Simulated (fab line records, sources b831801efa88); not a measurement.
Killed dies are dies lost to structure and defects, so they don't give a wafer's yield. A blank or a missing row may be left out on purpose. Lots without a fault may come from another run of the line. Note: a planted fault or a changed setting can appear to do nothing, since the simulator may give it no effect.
Struck lot and sound lot, side by side    flow gf180mcu    26 out of 602 route steps
Sound: the wafers L214.2, L214.4, L214.6. Struck: wafers L225.1, L225.2 (left out: L225.4, a lot-mate that was not struck); the cause follows at the end.
Order at every step that has rows: each side's tool, ch and its chambers, its first start. Under that, the readings that differ: sound wafers    struck wafers    difference of the means    sigmas: that difference in standard deviations of wafers without a fault.
alike: same words and numbers on both sides, and readings whose means sit less than 2 such deviations apart. not compared: any withheld reading, any reading some wafer has no value for, any bound like >300 that may hide the same value, and any number with overlapping values for which the record gives no deviation.
The two part at a step that has a row with sigmas, a row that says differs or no value, or rows on one side only. When numbers do not overlap yet have no deviation, they are printed without sigmas and do not part them. A reading that every wafer of one side lacks parts them only if that side has two wafers or more.

first, 5 steps without rows for these wafers: GF_HV_LDD_COAT_14 (resist thk 1000 nm); GF_HV_LDD_SOFTBAKE_15 (time 60 s); GF_HV_LDD_EXPOSE_16 (exposes mask Pplus LV AREA, target cd 400 nm); GF_HV_LDD_PEB_17; GF_HV_LDD_DEVELOP_18 (develop time 60 s).
GF_HV_LDD_CD_MEAS_19: target cd 400 nm.
  sound on cd sem-02 at day 11 14:58; struck on cd sem-01 at day 15 05:15
  alike: cd nm
GF_HV_LDD_OVL_MEAS_20:
  sound on overlay-02 at day 11 15:04; struck on overlay-01 at day 15 05:22
  alike: HV_LDD_01_OVL
next, for these wafers, 1 step has no rows: GF_HV_LDD_IMPLANT_21.
GF_HV_LDD_STRIP_22: strips in O2/N2.
  sound on plasma asher-04 ch 0,1, day 11 15:15; struck on plasma asher-02 ch 0,1, day 15 05:34
  alike: drypump motor current A, heater power w, oes product au, platen temp c, strip time to endpoint s
  not compared: rf hours counter h
GF_HV_LDD_TW_MEAS_23:
  sound on film metro-03 at day 11 15:22; struck on film metro-03 at day 15 05:40
  alike: HV_LDD_2_TW
then, 2 steps without rows for these wafers: GF_HV_LDD_DEHYDRATE_24 (time 60 s); GF_HV_LDD_HMDS_25 (prime time 60 s).
GF_HV_LDD_COAT_26: resist thk 1000 nm.
  sound on litho track-01 ch 0, day 12 00:14; struck on litho track-02 ch 0, day 15 16:06
reading                                      sound           struck       difference  sigmas
model.NOVOLAK_of_HV_LDD_COAT_26.thk nm (nm)  1008 1007 1007  897.4 894.9  -111.2      
then, 3 steps without rows for these wafers: GF_HV_LDD_SOFTBAKE_27 (time 60 s); GF_HV_LDD_EXPOSE_28 (exposes mask Nplus HV AREA, target cd 400 nm); GF_HV_LDD_PEB_29.
GF_HV_LDD_DEVELOP_30: develop time 60 s.
  sound on litho track-02 ch 0, day 12 09:50; struck on litho track-02 ch 0, day 16 02:57
reading                                      sound           struck     difference  sigmas
model.NOVOLAK_of_HV_LDD_COAT_26.thk nm (nm)  1008 1006 1006  897 894.5  -111        
GF_HV_LDD_CD_MEAS_31: target cd 400 nm.
  sound on cd sem-02 at day 12 09:58; struck on cd sem-02 at day 16 03:06
reading     sound              struck       difference  sigmas
cd nm (nm)  396.0 397.0 398.2  408.6 410.9  +12.7       +6
GF_HV_LDD_OVL_MEAS_32:
  sound on overlay-02 at day 12 10:05; struck on overlay-02 at day 16 03:13
  alike: HV_LDD_02_OVL
then, 4 steps without rows for these wafers: GF_HV_LDD_IMPLANT_33; GF_HV_LDD_IMPLANT_34; GF_HV_LDD_IMPLANT_35; GF_HV_LDD_IMPLANT_36.
GF_HV_LDD_STRIP_37: strips in O2/N2.
  sound on plasma asher-02 ch 0,1, day 12 10:43; struck on plasma asher-04 ch 0,1, day 16 03:52
reading                       sound              struck       difference  sigmas
strip time to endpoint s (s)  12.72 12.71 12.71  11.44 11.41  -1.29       -34
  alike: drypump motor current A, heater power w, oes product au, platen temp c
  not compared: rf hours counter h
GF_HV_LDD_TW_MEAS_38:
  sound on film metro-02 at day 12 10:49; struck on film metro-03 at day 16 03:58
  alike: HV_LDD_3_TW
-- record jumps: 17 days separate the struck wafers' starts on either side; left off in module HV_LDD, taken up again in module PASSIVATION, whose first shown step is the route's number 602 --
GF_PASSIVATION_PROBE_99:
  record: rows for the struck wafers here (prober-02, day 32 22:46), none for the sound ones

== WHERE THEY PART ==
Last at GF_PASSIVATION_PROBE_99 as far as this record goes, first at GF_HV_LDD_CD_MEAS_31.

WHY: what the simulator had put in
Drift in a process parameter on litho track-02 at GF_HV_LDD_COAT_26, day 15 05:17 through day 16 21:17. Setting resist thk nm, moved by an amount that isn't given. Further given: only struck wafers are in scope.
